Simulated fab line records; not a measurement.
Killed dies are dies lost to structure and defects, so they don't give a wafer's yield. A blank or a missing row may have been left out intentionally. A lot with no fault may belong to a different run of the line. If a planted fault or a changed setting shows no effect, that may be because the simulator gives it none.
fab line records | flow gf180mcu
record: lots: 14 | wafers: 42 | lastDay: 34
route steps=602 shown POLY_GATE@163 V2@384
lots that met no fault: from a run of the same line without faults
startH: hours from the record's opening day to when the first of the lot's shown wafers began | waitH: time in hours since the lot's previous step | " as in the row above | L1.1+2: a row that stands for several wafers | - value missing, or start not given | * or withheld: withheld | < > ~ a bound
route shown NAME@n: NAME is a module with steps in the file, n the number in the route of the first one | usual: the fault-free wafers' mean and standard deviation | same: alike in all rows | chamber/n: place in a boat | sites: per-site readings | _std_site: standard deviation of those values | _edge_site: inner sites' mean taken away from outer sites' mean | radiusMm: how far each site lies from the wafer's centre | mask NAME#n: copy n | behind: tool/chamber where the wafer was last shaped | hold: reason for holding the lot/hours on hold/outcome of the hold | device: the transistor (n, p or np) that didn't switch | end of line: the route-end tests of the same wafers | a step with no rows: only its recipe | killed: not the wafer's yield, but the dies lost to structure and defects at the first sort | map: the dies of a wafer, with x for killed, . for not killed, _ for no die there
set.NAME: the setting that was run; set.NAME@STEP: the one run at that earlier step | model.NAME: the simulator's own value behind a step, which no gauge read
the route's steps for a sample of lots (tables are steps, rows are wafers)
services: when a tool's chamber went out of use (startH, in hours from the record's first day, below 0 if earlier), for how many hours, and the reason
== steps ==
step: GF_POLY_GATE_SOFTBAKE_06
recipe: tempC: 130 | timeS: 60 | resist: KrF
usual: heaterPowerTotalW: 93.04/0.067 | plateTempC: 129.97/0.13
lot.wafer | tool          | chamber | startH | waitH | heaterPowerTotalW | plateTempC
L314.1    | lithoTrack-03 | 0       | 186    | -     | 93.13             | 129.82
L314.3    | "             | 0       | "      | "     | 92.91             | 130.19
L314.5    | "             | 0       | "      | "     | 93.12             | 130.11
L315.1    | lithoTrack-01 | 0       | 192    | -     | 93.00             | 129.86
L315.2    | "             | 0       | "      | "     | 93.15             | 129.89
L315.6    | "             | 0       | "      | "     | 93.08             | 130.33
L317.1    | lithoTrack-03 | 0       | 206    | -     | 92.98             | 129.78
L317.3    | "             | 0       | "      | "     | 93.07             | 130.03
L317.4    | "             | 0       | "      | "     | 93.06             | 130.02
L319.2    | lithoTrack-03 | 0       | 219    | -     | 92.98             | 129.96
L319.3    | "             | 0       | "      | "     | 93.20             | 130.11
L319.4    | "             | 0       | "      | "     | 92.94             | 129.93
L320.2    | lithoTrack-02 | 0       | 227    | -     | 93.00             | 130.05
L320.4    | "             | 0       | "      | "     | 92.89             | 129.99
L320.6    | "             | 0       | "      | "     | 93.04             | 129.98
L321.2    | lithoTrack-02 | 0       | 235    | -     | 93.05             | 129.94
L321.4    | "             | 0       | "      | "     | 93.12             | 130.10
L321.5    | "             | 0       | "      | "     | 93.06             | 129.99
L322.3    | lithoTrack-03 | 0       | 238    | -     | 92.90             | 129.81
L322.4    | "             | 0       | "      | "     | 93.04             | 129.96
L322.6    | "             | 0       | "      | "     | 93.03             | 129.84
L323.2    | lithoTrack-03 | 0       | 251    | -     | 93.05             | 130.25
L323.3    | "             | 0       | "      | "     | 93.08             | 130.24
L323.5    | "             | 0       | "      | "     | 93.14             | 130.19
L324.1    | lithoTrack-02 | 0       | 264    | -     | 93.01             | 130.02
L324.3    | "             | 0       | "      | "     | 93.07             | 129.79
L324.5    | "             | 0       | "      | "     | 93.09             | 129.90
L328.1    | lithoTrack-03 | 0       | 286    | -     | 92.35             | 129.53
L328.5    | "             | 0       | "      | "     | 92.45             | 129.44
L328.6    | "             | 0       | "      | "     | 92.46             | 129.46
L329.1    | lithoTrack-03 | 0       | 302    | -     | 92.45             | 129.27
L329.4    | "             | 0       | "      | "     | 92.34             | 129.31
L329.6    | "             | 0       | "      | "     | 92.30             | 129.47
L333.3    | lithoTrack-01 | 0       | 321    | -     | 93.08             | 129.80
L333.4    | "             | 0       | "      | "     | 93.04             | 129.86
L333.6    | "             | 0       | "      | "     | 93.12             | 129.86
L334.2    | lithoTrack-02 | 0       | 326    | -     | 93.10             | 129.91
L334.3    | "             | 0       | "      | "     | 93.00             | 129.94
L334.4    | "             | 0       | "      | "     | 92.97             | 130.09
L337.3    | lithoTrack-01 | 0       | 357    | -     | 93.06             | 130.03
L337.4    | "             | 0       | "      | "     | 93.02             | 129.97
L337.5    | "             | 0       | "      | "     | 93.11             | 129.90
step: GF_V2_CVD_02
recipe: material: SiO2 | targetThkNm: 850 | precursor: TEOS | tempC: 400 | timeS: 94.851 | rfW: 600
usual: heaterPowerW: 650/110
lot.wafer | tool     | chamber | startH | waitH | heaterPowerW | sinceWetCleanH
L314.1    | pecvd-04 | 0       | 437.45 | 0.1   | 780          | 55
L314.3    | "        | 1       | "      | "     | 527          | 55
L314.5    | "        | 0       | "      | "     | 805          | -
L315.1    | pecvd-04 | 0       | 440.94 | 0.1   | 751          | 58
L315.2    | "        | 2       | "      | "     | 521          | 58
L315.6    | "        | 0       | "      | "     | 761          | -
L317.1    | pecvd-01 | 2       | 462.44 | 0.1   | 633          | 496
L317.3    | "        | 1       | "      | "     | 592          | 496
L317.4    | "        | 1       | "      | "     | 445          | -
L319.2    | pecvd-01 | 0       | 478.19 | 0.0   | 718          | 512
L319.3    | "        | 2       | "      | "     | 612          | 512
L319.4    | "        | 2       | "      | "     | 688          | -
L320.2    | pecvd-04 | 2       | 489.16 | 0.0   | 605          | 106
L320.4    | "        | 0       | "      | "     | 754          | -
L320.6    | "        | 2       | "      | "     | 494          | -
L321.2    | pecvd-01 | 0       | 503.89 | 0.0   | 639          | 538
L321.4    | "        | 0       | "      | "     | 663          | -
L321.5    | "        | 1       | "      | "     | 464          | -
L322.3    | pecvd-03 | 2       | 504.32 | 0.0   | 550          | 330
L322.4    | "        | 2       | "      | "     | 573          | -
L322.6    | "        | 1       | "      | "     | 728          | -
L323.2    | pecvd-03 | 1       | 517.48 | 0.0   | 743          | 343
L323.3    | "        | 0       | "      | "     | 822          | 343
L323.5    | "        | 1       | "      | "     | 764          | -
L324.1    | pecvd-03 | 2       | 535.89 | 0.1   | 552          | 361
L324.3    | "        | 0       | "      | "     | 840          | 361
L324.5    | "        | 2       | "      | "     | 588          | -
L328.1    | pecvd-01 | 0       | 561.26 | 0.1   | 685          | 595
L328.5    | "        | 2       | "      | "     | 678          | -
L328.6    | "        | 0       | "      | "     | 566          | -
L329.1    | pecvd-03 | 1       | 581.84 | 0.1   | 799          | 407
L329.4    | "        | 2       | "      | "     | 603          | -
L329.6    | "        | 1       | "      | "     | 643          | -
L333.3    | pecvd-01 | 1       | 596.58 | 0.0   | 507          | 630
L333.4    | "        | 0       | "      | "     | 560          | -
L333.6    | "        | 1       | "      | "     | 559          | -
L334.2    | pecvd-01 | 0       | 603.97 | 0.0   | 699          | 638
L334.3    | "        | 1       | "      | "     | 583          | 638
L334.4    | "        | 2       | "      | "     | 669          | -
L337.3    | pecvd-03 | 2       | 631.64 | 0.0   | 605          | 457
L337.4    | "        | 0       | "      | "     | 836          | -
L337.5    | "        | 2       | "      | "     | 496          | -
step: GF_V2_CMP_04
recipe: material: SiO2 | downForcePsi: 4 | platenRpm: 60 | padVelocityMS: 0.94248
usual: motorCurrentA: 11.8/0.94 | platenRpm: 60.00/0.042 | timeToEndpointS: 79/7.5
lot.wafer | tool   | chamber | startH | waitH | motorCurrentA | platenRpm | timeToEndpointS
L314.3    | cmp-01 | 3       | 437.58 | 0.0   | 12.3          | 59.99     | 75
L314.1    | "      | 1       | "      | "     | 11.5          | 59.97     | 73
L314.5    | "      | 3       | "      | "     | 11.0          | 59.95     | 75
L315.1    | cmp-02 | 1       | 441.07 | 0.1   | 10.6          | 60.01     | 73
L315.2    | "      | 3       | "      | "     | 12.5          | 60.03     | 81
L315.6    | "      | 2       | "      | "     | 12.6          | 60.03     | 81
L317.3    | cmp-02 | 2       | 462.57 | 0.0   | 12.1          | 59.99     | 78
L317.1    | "      | 3       | "      | "     | 12.5          | 59.99     | 80
L317.4    | "      | 0       | "      | "     | 12.8          | 60.07     | 87
L319.4    | cmp-01 | 2       | 478.32 | 0.0   | 13.6          | 60.02     | 91
L319.2    | "      | 3       | "      | "     | 12.3          | 60.01     | 79
L319.3    | "      | 0       | "      | "     | 10.4          | 59.98     | 70
L320.4    | cmp-01 | 3       | 489.29 | 0.0   | 11.2          | 59.93     | 78
L320.2    | "      | 2       | "      | "     | 12.5          | 59.98     | 87
L320.6    | "      | 0       | "      | "     | 10.6          | 60.06     | 70
L321.4    | cmp-02 | 1       | 504.07 | 0.1   | 11.3          | 60.02     | 82
L321.2    | "      | 2       | "      | "     | 11.9          | 59.98     | 74
L321.5    | "      | 1       | "      | "     | 11.4          | 60.00     | 81
L322.3    | cmp-01 | 0       | 504.50 | 0.0   | 10.9          | 59.95     | 71
L322.4    | "      | 2       | "      | "     | 13.2          | 60.02     | 93
L322.6    | "      | 1       | "      | "     | 11.5          | 60.05     | 72
L323.3    | cmp-02 | 3       | 517.71 | 0.1   | 12.6          | 59.93     | 70
L323.2    | "      | 0       | "      | "     | 12.2          | 59.98     | 75
L323.5    | "      | 2       | "      | "     | 11.5          | 59.93     | 82
L324.3    | cmp-01 | 0       | 536.12 | 0.1   | 9.7           | 60.00     | 68
L324.1    | "      | 1       | "      | "     | 12.3          | 59.95     | 75
L324.5    | "      | 3       | "      | "     | 12.0          | 59.99     | 85
L328.1    | cmp-01 | 0       | 561.66 | 0.3   | 10.4          | 60.09     | 66
L328.6    | "      | 2       | "      | "     | 13.1          | 60.01     | 87
L328.5    | "      | 3       | "      | "     | 11.5          | 59.98     | 77
L329.4    | cmp-02 | 2       | 581.96 | 0.0   | 11.9          | 60.03     | 77
L329.1    | "      | 3       | "      | "     | 12.7          | 60.00     | 72
L329.6    | "      | 2       | "      | "     | 11.8          | 60.04     | 79
L333.3    | cmp-02 | 2       | 596.71 | 0.0   | 12.0          | 59.98     | 62
L333.4    | "      | 3       | "      | "     | 12.8          | 59.95     | 82
L333.6    | "      | 3       | "      | "     | 12.5          | 59.99     | 68
L334.2    | cmp-01 | 1       | 604.10 | 0.0   | 11.7          | 59.99     | 78
L334.4    | "      | 2       | "      | "     | 13.4          | 60.11     | 94
L334.3    | "      | 0       | "      | "     | 10.1          | 59.99     | 69
L337.3    | cmp-02 | 0       | 631.77 | 0.0   | 12.8          | 59.97     | 77
L337.4    | "      | 1       | "      | "     | 11.2          | 59.99     | 79
L337.5    | "      | 1       | "      | "     | 11.2          | 60.01     | 86
step: GF_V2_ETCH_17
recipe: chemistry: C4F8/O2/Ar | maskMaterial: KrF | target: SiO2 | stopOn: TiN | sourceW: 1500 | biasW: 1200 | pressureMtorr: 40 | c4f8FlowSccm: withheld | O2_flow_sccm: 6 | Ar_flow_sccm: 300 | timeS: withheld | targetDepthA: 6300
usual: oesProductAu: 0.855/0.0044
lot.wafer | tool       | chamber | startH | waitH | oesProductAu
L314.1    | rieDiel-02 | 0       | -      | -     | 0.854
L314.3    | "          | 2       | "      | "     | 0.854
L314.5    | "          | 1       | "      | "     | 0.852
L315.1    | rieDiel-02 | 1       | -      | -     | 0.859
L315.2    | "          | 0       | "      | "     | 0.847
L315.6    | "          | 1       | "      | "     | 0.853
L317.1    | rieDiel-02 | 1       | -      | -     | 0.846
L317.3    | "          | 2       | "      | "     | 0.858
L317.4    | "          | 0       | "      | "     | 0.853
L319.2    | rieDiel-03 | 3       | -      | -     | 0.849
L319.3    | "          | 2       | "      | "     | 0.852
L319.4    | "          | 0       | "      | "     | 0.856
L320.2    | rieDiel-03 | 1       | -      | -     | 0.859
L320.4    | "          | 3       | "      | "     | 0.857
L320.6    | "          | 3       | "      | "     | 0.859
L321.2    | rieDiel-02 | 1       | -      | -     | 0.855
L321.4    | "          | 0       | "      | "     | 0.862
L321.5    | "          | 1       | "      | "     | 0.852
L322.3    | rieDiel-02 | 0       | -      | -     | 0.858
L322.4    | "          | 3       | "      | "     | 0.861
L322.6    | "          | 0       | "      | "     | 0.849
L323.2    | rieDiel-04 | 2       | -      | -     | 0.853
L323.3    | "          | 1       | "      | "     | 0.858
L323.5    | "          | 0       | "      | "     | 0.861
L324.1    | rieDiel-04 | 1       | -      | -     | 0.856
L324.3    | "          | 3       | "      | "     | 0.850
L324.5    | "          | 3       | "      | "     | 0.855
L328.1    | rieDiel-02 | 1       | -      | -     | 0.863
L328.5    | "          | 1       | "      | "     | 0.855
L328.6    | "          | 2       | "      | "     | 0.854
L329.1    | rieDiel-02 | 2       | -      | -     | 0.848
L329.4    | "          | 3       | "      | "     | 0.860
L329.6    | "          | 3       | "      | "     | 0.850
L333.3    | rieDiel-02 | 3       | -      | -     | 0.855
L333.4    | "          | 0       | "      | "     | 0.857
L333.6    | "          | 0       | "      | "     | 0.856
L334.2    | rieDiel-03 | 1       | -      | -     | 0.856
L334.3    | "          | 3       | "      | "     | 0.847
L334.4    | "          | 2       | "      | "     | 0.861
L337.3    | rieDiel-02 | 1       | -      | -     | 0.855
L337.4    | "          | 3       | "      | "     | 0.859
L337.5    | "          | 1       | "      | "     | 0.857
== services ==
tool       | chamber | startH | hours | kind
rieDiel-02 | 2       | 164.86 | 5.3   | repair
cmp-02     | -       | 188.63 | 6.5   | pm
rieDiel-02 | 1       | 198.98 | 4.0   | repair
cmp-02     | -       | 202.45 | 0.9   | repair
cmp-02     | -       | 216.48 | 6.6   | repair
cmp-01     | -       | 232.00 | 4.0   | pm
cmp-02     | -       | 239.86 | 0.3   | repair
cmp-02     | -       | 240.23 | 0.8   | repair
cmp-01     | -       | 265.91 | 6.4   | pm
cmp-02     | -       | 272.47 | 5.1   | pm
cmp-02     | -       | 278.75 | 1.8   | repair
cmp-01     | -       | 283.60 | 4.6   | repair
cmp-02     | -       | 288.16 | 12.3  | pm
cmp-02     | -       | 299.49 | 0.6   | repair
cmp-01     | -       | 342.65 | 2.0   | repair
rieDiel-02 | 3       | 356.18 | 6.9   | repair
cmp-02     | -       | 367.41 | 1.8   | repair
rieDiel-02 | -       | 375.73 | 0.9   | repair
rieDiel-02 | -       | 517.99 | 0.3   | repair
rieDiel-02 | 1       | 565.03 | 12.1  | repair
rieDiel-02 | 2       | 574.96 | 7.2   | repair
rieDiel-02 | 3       | 585.89 | 16.0  | repair
rieDiel-02 | 2       | 607.09 | 4.4   | repair
rieDiel-02 | 1       | 642.19 | 5.3   | repair
== key ==
firstSign: step: GF_POLY_GATE_SOFTBAKE_06 | reading: heaterPowerTotalW | direction: down | sigmas: 9.8 | usual: 93.04 | struck: 92.39
effect: step: GF_POLY_GATE_SOFTBAKE_06 | reading: plateTempC | direction: down | sigmas: 4.3 | usual: * | struck: *
metAt GF_POLY_GATE_SOFTBAKE_06
struckLots L328,L329
testerLeftOut L328,L329
notActingAt GF_V2_CVD_02,GF_V2_CMP_04,GF_V2_ETCH_17
onsetBetween 251 286
fault: kind: processParameterDrift | tool: lithoTrack-03 | chamber: - | onsetH: 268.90 | steps: GF_POLY_GATE_SOFTBAKE_06 | channel: tempC | offset: * | shape: step | endH: 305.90 | actsIn: * | stated: *
testerLeftOut: of these lots the tester's yield and bins aren't shown, on N5 and GAA mostly nor the transistor test; their killed dies are dies lost to structure and defects alone, not to doping, threshold or leakage, so they don't give the yield
